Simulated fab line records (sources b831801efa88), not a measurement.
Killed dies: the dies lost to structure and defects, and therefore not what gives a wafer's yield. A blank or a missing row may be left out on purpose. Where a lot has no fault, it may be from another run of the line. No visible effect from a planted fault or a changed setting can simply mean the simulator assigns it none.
Problem report in the 8D (eight disciplines) form, filled by code | flow gf180mcu | the parts of the form that need people (team, actions taken, sign-off) are left out

1. THE ISSUE
Wafers without a fault read 60.003, standard deviation 0.019; beamEnergyKeV at GF_HV_LDD_IMPLANT_34 reads a mean of 75.250 on 6 wafers belonging to 2 lots. That is +99 or more standard deviations from the usual mean.
The first sign was on wafer L845.4 at day 15 09:52, on implanter-03. At this step, 39 wafers from 13 lots have a number in the record. By rule, "out" or "out of limits" means more than 4 standard deviations away from the usual mean. The rest of the wafers with a number are treated as sound.

2. WHAT THIS IS AND IS NOT
question                    | is                     | is not
which readings at this step | beamEnergyKeV          | doseIonsCm2
which lots                  | L845, L846             | L833, L834, L835, L836, L839, L842, L849, L850, L851, L852, L856
which wafers of those lots  | all that have a number | -
read on which tools         | implanter-03           | implanter-01, implanter-02
when                        | from day 15 09:52      | up to then (18 sound wafers); but 15 sound wafers of L849, L850, L851, L852, L856 came after

3. THE SUSPECTS, EACH WITH WHAT RULES IT OUT
Counting: a tool at a process step up to the reading stays a suspect if it ran every lot that is out and no sound lot after the first of them.
- implanter-03 at GF_HV_LDD_IMPLANT_34: kept. All lots that are out passed through it, beginning with L845 at day 15 09:52, and no sound lot followed; its final sound lot before that point was L834 at day 12 05:11. Out on those wafers are its own readings of beamEnergyKeV.
Remaining after the count: implanter-03 at GF_HV_LDD_IMPLANT_34.

4. THE CAUSE (what the simulator had put in)
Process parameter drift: implanter-03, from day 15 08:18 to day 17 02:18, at GF_HV_LDD_IMPLANT_34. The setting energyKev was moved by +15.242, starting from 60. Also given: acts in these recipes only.
Only this tool survived the counting.

5. THE EFFECT CHAIN, in route order
Rows list readings where the struck wafers' mean (over those with a number) sits beyond 3 standard deviations from the usual. Readings are gone through only where the record gives a usual standard deviation; hours: the median, over the lots, of the time from a lot's start at the first step in this table giving one to that lot's start at this step; sigmas: the change measured in usual standard deviations.
hours | step                 | reading       | usual  | on struck wafers | change  | sigmas
0     | GF_HV_LDD_IMPLANT_34 | beamEnergyKeV | 60.003 | 75.250           | +15.247 | +99 or more
Process steps it contains:
- GF_HV_LDD_IMPLANT_34
Later steps that measure or inspect, where all struck wafers having a row at the step show a number for every such reading and not one has moved that far: GF_HV_LDD_TW_MEAS_38, GF_HV_LDD_TW_MEAS_50.

6. HOW IT WOULD HAVE BEEN CAUGHT EARLIER
In this record the first reading out of limits was taken at day 15 09:52, 2 hours after the fault began at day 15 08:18.
